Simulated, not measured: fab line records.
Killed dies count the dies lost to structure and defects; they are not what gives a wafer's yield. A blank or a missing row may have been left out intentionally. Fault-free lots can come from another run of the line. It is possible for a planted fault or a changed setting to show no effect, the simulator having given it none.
fab line records	flow gf180mcu
[record] lots = 12	wafers = 36	last_day = 34
route steps=602 shown MVSD@74 VT_IMPLANT@121
lots with no fault: from the same line, run without faults
start_h: the number of hours between the record's first day and the start of the first shown wafer of the lot	wait_h: hours from the lot's prior step to this one	" same as the row above	L1.1+2: a row that stands for several wafers	- no value, or no start was given	* or withheld: withheld	< > ~ a bound
route shown NAME@n: NAME is a module with steps in the file, n the number in the route of the first one	usual: mean and standard deviation over wafers with no fault	same: alike in all rows	chamber/n: place in a boat	sites: per-site readings	_std_site: the standard deviation of these	_edge_site: outer sites' mean less inner sites'	radius_mm: for every site, how far away it sits from the centre of the wafer	mask NAME#n: copy n	behind: the most recent tool/chamber to have shaped the wafer	hold: why the lot was held/for how many hours/how that ended	device: transistor that didn't switch, given as n, p or np	end of line: the same wafers' tests at the end of the route	a step with no rows: only its recipe	killed: dies lost to structure and defects at the first sort, not the wafer's yield	map: shows each die of a wafer: x if killed, . if not, _ if none is there
set.NAME: the setting as run; set.NAME@STEP: as run at that earlier step	model.NAME: the simulator's own value behind a step, which no gauge read
steps of the route over a sample of lots; a table a step, a row a wafer
services: the hour from which a tool's chamber was out of use, counted from the record's first day as start_h (under 0 if before that day), plus the number of hours and why
[[steps]]
[step GF_MVSD_IMPLANT_08]
[recipe] species = P	energy_kev = 400	dose_cm2 = 1.6e+13	tilt_deg = 0
[usual] dose_ions_cm2 = 1.6e+13/1.6e+10	faraday_current_uA = 90.2/1.8
lot.wafer	tool	chamber	start_h	wait_h	dose_ions_cm2	faraday_current_uA
L391.1	implanter-03	0	87.32	0.0	1.6019e+13	91.3
L391.3	"	0	"	"	1.6019e+13	94.3
L391.6	"	0	"	"	1.6021e+13	90.3
L392.3	implanter-03	0	95.31	0.1	1.5996e+13	88.1
L392.5	"	0	"	"	1.6011e+13	87.1
L392.6	"	0	"	"	1.6003e+13	91.0
L394.2	implanter-03	0	109.09	0.0	7.637e+12	43.3
L394.5	"	0	"	"	7.683e+12	42.2
L394.6	"	0	"	"	7.668e+12	43.4
L396.2	implanter-03	0	118.38	0.0	7.672e+12	42.5
L396.4	"	0	"	"	7.632e+12	44.3
L396.6	"	0	"	"	7.636e+12	44.6
L399.1	implanter-01	0	135.01	0.0	1.6003e+13	90.7
L399.4	"	0	"	"	1.6017e+13	89.2
L399.5	"	0	"	"	1.6031e+13	89.5
L403.3	implanter-01	0	157.12	0.1	1.5986e+13	89.7
L403.4	"	0	"	"	1.6018e+13	88.4
L403.5	"	0	"	"	1.5995e+13	91.3
L404.1	implanter-01	0	160.92	0.0	1.5993e+13	91.7
L404.3	"	0	"	"	1.601e+13	90.6
L404.6	"	0	"	"	1.5991e+13	89.9
L405.1	implanter-01	0	168.48	0.0	1.5983e+13	89.2
L405.3	"	0	"	"	1.6017e+13	88.8
L405.5	"	0	"	"	1.5984e+13	88.8
L406.3	implanter-01	0	175.52	0.1	1.5979e+13	93.3
L406.5	"	0	"	"	1.5965e+13	89.8
L406.6	"	0	"	"	1.5971e+13	89.1
L409.1	implanter-03	0	191.92	0.0	1.5993e+13	92.9
L409.3	"	0	"	"	1.6009e+13	90.2
L409.5	"	0	"	"	1.5986e+13	87.7
L411.1	implanter-01	0	205.40	0.0	1.601e+13	89.4
L411.4	"	0	"	"	1.5996e+13	91.9
L411.6	"	0	"	"	1.5983e+13	89.5
L413.2	implanter-04	0	215.55	0.0	1.5975e+13	90.6
L413.3	"	0	"	"	1.6011e+13	91.7
L413.4	"	0	"	"	1.6016e+13	92.9
[step GF_MVSD_TW_MEAS_11]
[usual] MVSD_TW = 1564/13
lot.wafer	tool	chamber	start_h	wait_h	MVSD_TW
L391.1	film_metro-01	-	87.72	0.1	1558
L391.3	"	-	"	"	1551
L391.6	"	-	"	"	1562
L392.3	film_metro-03	-	95.68	0.1	1569
L392.5	"	-	"	"	1572
L392.6	"	-	"	"	1571
L394.2	film_metro-03	-	109.48	0.1	1297
L394.5	"	-	"	"	1296
L394.6	"	-	"	"	1299
L396.2	film_metro-03	-	118.77	0.1	1289
L396.4	"	-	"	"	1294
L396.6	"	-	"	"	1292
L399.1	film_metro-03	-	135.41	0.1	1567
L399.4	"	-	"	"	1580
L399.5	"	-	"	"	1574
L403.3	film_metro-01	-	157.49	0.1	1549
L403.4	"	-	"	"	1552
L403.5	"	-	"	"	1548
L404.1	film_metro-01	-	161.32	0.1	1544
L404.3	"	-	"	"	1547
L404.6	"	-	"	"	1546
L405.1	film_metro-03	-	168.88	0.1	1581
L405.3	"	-	"	"	1576
L405.5	"	-	"	"	1582
L406.3	film_metro-02	-	175.89	0.1	1565
L406.5	"	-	"	"	1562
L406.6	"	-	"	"	1553
L409.1	film_metro-03	-	192.32	0.1	1570
L409.3	"	-	"	"	1573
L409.5	"	-	"	"	1576
L411.1	film_metro-03	-	205.80	0.1	1575
L411.4	"	-	"	"	1567
L411.6	"	-	"	"	1578
L413.2	film_metro-03	-	215.94	0.1	1576
L413.3	"	-	"	"	1575
L413.4	"	-	"	"	1579
[step GF_VT_IMPLANT_STRIP_31]
[recipe] chemistry = O2/N2	power_w = 1400	pressure_mtorr = 1500	platen_temp_c = 250	o2_flow_sccm = 3000	n2_flow_sccm = 300	overash_fraction = 0.5
[usual] drypump_motor_current_A = 5.8/0.42	heater_power_w = 324/20	oes_product_au = 0.716/0.0043	strip_time_to_endpoint_s = 12.66/0.031
lot.wafer	tool	chamber	start_h	wait_h	drypump_motor_current_A	heater_power_w	oes_product_au	rf_hours_counter_h	strip_time_to_endpoint_s
L391.1	plasma_asher-02	0	145.23	0.1	5.8	310	0.710	3	12.61
L391.3	"	0	"	"	5.8	303	0.716	-	12.64
L391.6	"	0	"	"	5.8	305	0.721	-	12.65
L392.3	plasma_asher-02	0	155.76	0.1	5.9	307	0.712	-	12.70
L392.5	"	0	"	"	5.8	310	0.719	-	12.66
L392.6	"	1	"	"	6.3	354	0.718	-	12.65
L394.2	plasma_asher-04	1	171.82	0.1	5.2	305	0.720	55	12.61
L394.5	"	1	"	"	5.2	301	0.718	-	12.66
L394.6	"	0	"	"	5.2	312	0.711	-	12.64
L396.2	plasma_asher-02	1	182.74	0.1	6.3	353	0.711	7	12.62
L396.4	"	0	"	"	5.9	313	0.725	-	12.60
L396.6	"	1	"	"	6.4	340	0.719	-	12.65
L399.1	plasma_asher-04	1	200.59	0.1	5.2	308	0.712	58	12.67
L399.4	"	0	"	"	5.2	310	0.716	-	12.72
L399.5	"	1	"	"	5.2	304	0.718	-	12.65
L403.3	plasma_asher-02	0	225.52	0.1	5.9	310	0.716	-	12.62
L403.4	"	1	"	"	6.3	338	0.719	-	12.68
L403.5	"	1	"	"	6.4	354	0.712	-	12.63
L404.1	plasma_asher-01	0	231.17	0.1	5.5	346	0.724	43	12.66
L404.3	"	0	"	"	5.6	353	0.716	-	12.70
L404.6	"	1	"	"	6.1	303	0.714	-	12.73
L405.1	plasma_asher-04	1	237.58	0.1	5.3	311	0.712	61	12.68
L405.3	"	0	"	"	5.2	298	0.719	-	12.71
L405.5	"	1	"	"	5.3	304	0.718	-	12.67
L406.3	plasma_asher-01	1	246.31	0.1	6.1	307	0.720	-	12.67
L406.5	"	1	"	"	6.1	310	0.715	-	12.69
L406.6	"	0	"	"	5.6	349	0.724	-	12.68
L409.1	plasma_asher-01	0	266.43	0.1	5.6	353	0.724	47	12.65
L409.3	"	0	"	"	5.5	347	0.712	-	12.63
L409.5	"	0	"	"	5.6	347	0.718	-	12.65
L411.1	plasma_asher-01	1	278.63	0.1	6.1	306	0.718	49	12.61
L411.4	"	1	"	"	6.1	306	0.718	-	12.65
L411.6	"	0	"	"	5.5	353	0.723	-	12.63
L413.2	plasma_asher-02	0	291.32	0.1	5.8	305	0.718	18	12.68
L413.3	"	1	"	"	6.3	349	0.715	-	12.69
L413.4	"	0	"	"	5.8	311	0.714	-	12.66
[step GF_VT_IMPLANT_TW_MEAS_32]
[usual] VT_IMPLANT_3_TW = 267/4.3
lot.wafer	tool	chamber	start_h	wait_h	VT_IMPLANT_3_TW
L391.1	film_metro-03	-	145.33	0.1	268
L391.3	"	-	"	"	265
L391.6	"	-	"	"	266
L392.3	film_metro-01	-	155.85	0.1	263
L392.5	"	-	"	"	263
L392.6	"	-	"	"	262
L394.2	film_metro-04	-	171.93	0.1	270
L394.5	"	-	"	"	270
L394.6	"	-	"	"	271
L396.2	film_metro-04	-	182.85	0.1	271
L396.4	"	-	"	"	271
L396.6	"	-	"	"	271
L399.1	film_metro-03	-	200.69	0.1	268
L399.4	"	-	"	"	269
L399.5	"	-	"	"	267
L403.3	film_metro-01	-	225.61	0.1	263
L403.4	"	-	"	"	264
L403.5	"	-	"	"	263
L404.1	film_metro-01	-	231.27	0.1	262
L404.3	"	-	"	"	265
L404.6	"	-	"	"	263
L405.1	film_metro-01	-	237.68	0.1	264
L405.3	"	-	"	"	263
L405.5	"	-	"	"	264
L406.3	film_metro-04	-	246.40	0.1	272
L406.5	"	-	"	"	273
L406.6	"	-	"	"	270
L409.1	film_metro-01	-	266.54	0.1	262
L409.3	"	-	"	"	261
L409.5	"	-	"	"	262
L411.1	film_metro-03	-	278.73	0.1	268
L411.4	"	-	"	"	269
L411.6	"	-	"	"	268
L413.2	film_metro-04	-	291.43	0.1	272
L413.3	"	-	"	"	273
L413.4	"	-	"	"	270
[step GF_VT_IMPLANT_STRIP_42]
[recipe] chemistry = O2/N2	power_w = 1400	pressure_mtorr = 1500	platen_temp_c = 250	o2_flow_sccm = 3000	n2_flow_sccm = 300	overash_fraction = 0.5
[usual] drypump_motor_current_A = 5.8/0.37	heater_power_w = 326/21	oes_product_au = 0.716/0.0046	strip_time_to_endpoint_s = 12.65/0.032
lot.wafer	tool	chamber	start_h	wait_h	drypump_motor_current_A	heater_power_w	oes_product_au	rf_hours_counter_h	strip_time_to_endpoint_s
L391.1	plasma_asher-02	1	160.79	0.1	6.4	352	0.717	5	12.67
L391.3	"	0	"	"	5.8	306	0.721	-	12.66
L391.6	"	0	"	"	5.9	314	0.716	-	12.65
L392.3	plasma_asher-01	1	171.55	0.1	6.1	309	0.721	-	12.60
L392.5	"	1	"	"	6.1	305	0.720	-	12.61
L392.6	"	0	"	"	5.5	353	0.713	-	12.63
L394.2	plasma_asher-02	0	188.64	0.1	5.8	304	0.722	7	12.65
L394.5	"	1	"	"	6.4	343	0.713	-	12.69
L394.6	"	0	"	"	5.9	310	0.725	-	12.65
L396.2	plasma_asher-01	1	199.34	0.1	6.1	319	0.713	40	12.60
L396.4	"	1	"	"	6.1	305	0.722	-	12.62
L396.6	"	1	"	"	6.1	306	0.714	-	12.66
L399.1	plasma_asher-01	1	218.39	0.1	6.1	304	0.727	42	12.64
L399.4	"	0	"	"	5.5	345	0.715	-	12.65
L399.5	"	0	"	"	5.5	346	0.724	-	12.63
L403.3	plasma_asher-01	1	243.42	0.1	6.1	304	0.722	-	12.68
L403.4	"	0	"	"	5.5	350	0.716	-	12.71
L403.5	"	0	"	"	5.6	345	0.716	-	12.65
L404.1	plasma_asher-02	1	249.48	0.1	6.3	351	0.708	13	12.61
L404.3	"	0	"	"	5.9	309	0.718	-	12.65
L404.6	"	1	"	"	6.4	348	0.713	-	12.58
L405.1	plasma_asher-04	1	256.48	0.1	5.2	293	0.711	64	12.66
L405.3	"	0	"	"	5.2	312	0.720	-	12.60
L405.5	"	0	"	"	5.2	310	0.709	-	12.69
L406.3	plasma_asher-01	0	264.85	0.1	5.6	355	0.709	-	12.67
L406.5	"	0	"	"	5.6	349	0.716	-	12.65
L406.6	"	1	"	"	6.1	311	0.717	-	12.69
L409.1	plasma_asher-01	0	285.53	0.1	5.6	344	0.710	49	12.59
L409.3	"	1	"	"	6.1	315	0.716	-	12.61
L409.5	"	0	"	"	5.6	356	0.719	-	12.71
L411.1	plasma_asher-02	1	299.08	0.1	6.4	338	0.713	18	12.64
L411.4	"	0	"	"	5.8	310	0.713	-	12.62
L411.6	"	1	"	"	6.4	343	0.715	-	12.67
L413.2	plasma_asher-01	1	311.37	0.1	6.1	317	0.713	52	12.65
L413.3	"	0	"	"	5.6	347	0.713	-	12.62
L413.4	"	1	"	"	6.1	317	0.718	-	12.62
[step GF_VT_IMPLANT_RS_MEAS_46]
[recipe] thk_meas_gauge = four-point-probe
[usual] MVSD_RS = 457.3/1.2
lot.wafer	tool	chamber	start_h	wait_h	MVSD_RS[ohm/sq]
L391.1	film_metro-02	-	161.10	0.1	455.4
L391.3	"	-	"	"	455.0
L391.6	"	-	"	"	456.4
L392.3	film_metro-01	-	171.87	0.1	457.0
L392.5	"	-	"	"	456.8
L392.6	"	-	"	"	456.5
L394.2	film_metro-02	-	188.97	0.1	660.7
L394.5	"	-	"	"	660.3
L394.6	"	-	"	"	656.0
L396.2	film_metro-01	-	199.72	0.1	659.3
L396.4	"	-	"	"	653.5
L396.6	"	-	"	"	656.8
L399.1	film_metro-03	-	218.70	0.1	457.3
L399.4	"	-	"	"	455.5
L399.5	"	-	"	"	457.8
L403.3	film_metro-03	-	243.73	0.1	457.6
L403.4	"	-	"	"	457.1
L403.5	"	-	"	"	456.1
L404.1	film_metro-01	-	249.79	0.1	457.3
L404.3	"	-	"	"	459.5
L404.6	"	-	"	"	458.3
L405.1	film_metro-01	-	256.79	0.1	457.4
L405.3	"	-	"	"	457.0
L405.5	"	-	"	"	456.3
L406.3	film_metro-01	-	265.17	0.1	457.7
L406.5	"	-	"	"	457.5
L406.6	"	-	"	"	457.8
L409.1	film_metro-01	-	285.84	0.1	458.0
L409.3	"	-	"	"	458.2
L409.5	"	-	"	"	459.3
L411.1	film_metro-03	-	299.39	0.1	457.6
L411.4	"	-	"	"	457.8
L411.6	"	-	"	"	457.6
L413.2	film_metro-02	-	311.70	0.1	455.5
L413.3	"	-	"	"	456.7
L413.4	"	-	"	"	456.0
[[services]]
tool	chamber	start_h	hours	kind
plasma_asher-02	-	69.69	3.1	repair
plasma_asher-02	-	84.47	0.5	repair
implanter-04	-	90.62	2.1	repair
implanter-01	-	95.45	3.8	repair
implanter-01	-	99.25	2.4	repair
plasma_asher-01	-	103.53	2.9	repair
plasma_asher-02	-	108.75	9.0	pm
plasma_asher-02	0	108.75	9.0	vent_cycle
plasma_asher-01	-	154.77	2.8	pm
plasma_asher-04	-	184.71	2.8	pm
implanter-01	-	190.30	4.5	repair
implanter-04	-	191.90	2.9	repair
implanter-03	-	205.53	3.0	repair
implanter-01	-	208.02	1.9	repair
implanter-03	-	208.94	1.1	repair
implanter-03	-	211.78	4.5	pm
implanter-03	-	216.48	1.9	repair
implanter-04	-	221.16	4.1	pm
implanter-04	-	258.37	4.0	repair
implanter-03	-	262.63	1.1	repair
implanter-01	-	289.19	2.5	repair
plasma_asher-02	-	295.67	0.9	repair
implanter-03	-	298.04	0.6	repair
implanter-04	-	302.44	3.2	pm
[[key]]
[first_sign] step = GF_MVSD_IMPLANT_08	reading = dose_ions_cm2	direction = down	sigmas = 99+	usual = 1.6e+13	struck = 7.655e+12
[effect] step = GF_MVSD_IMPLANT_08	reading = faraday_current_uA	direction = down	sigmas = 26	usual = 90.2	struck = 43.4
[effect] step = GF_MVSD_TW_MEAS_11	reading = MVSD_TW	direction = down	sigmas = 21	usual = 1564	struck = 1295
[effect] step = GF_VT_IMPLANT_RS_MEAS_46	reading = MVSD_RS	direction = up	sigmas = 99+	usual = 457.3	struck = 657.8
met_at GF_MVSD_IMPLANT_08
struck_lots L394,L396
tester_left_out L394,L396
not_acting_at GF_VT_IMPLANT_STRIP_31,GF_VT_IMPLANT_TW_MEAS_32,GF_VT_IMPLANT_STRIP_42
onset_between 95.31 109.09
[fault] kind = process_parameter_drift	tool = implanter-03	chamber = -	onset_h = 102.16	steps = GF_MVSD_IMPLANT_08	channel = dose_cm2	offset = -8.3557e+12	shape = step	end_h = 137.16	acts_in = these_recipes_only	stated = 1.6e+13
// tester_left_out: of these lots the tester's yield and bins aren't shown, on N5 and GAA mostly nor the transistor test; their killed dies are dies lost to structure and defects alone, not to doping, threshold or leakage, so they don't give the yield
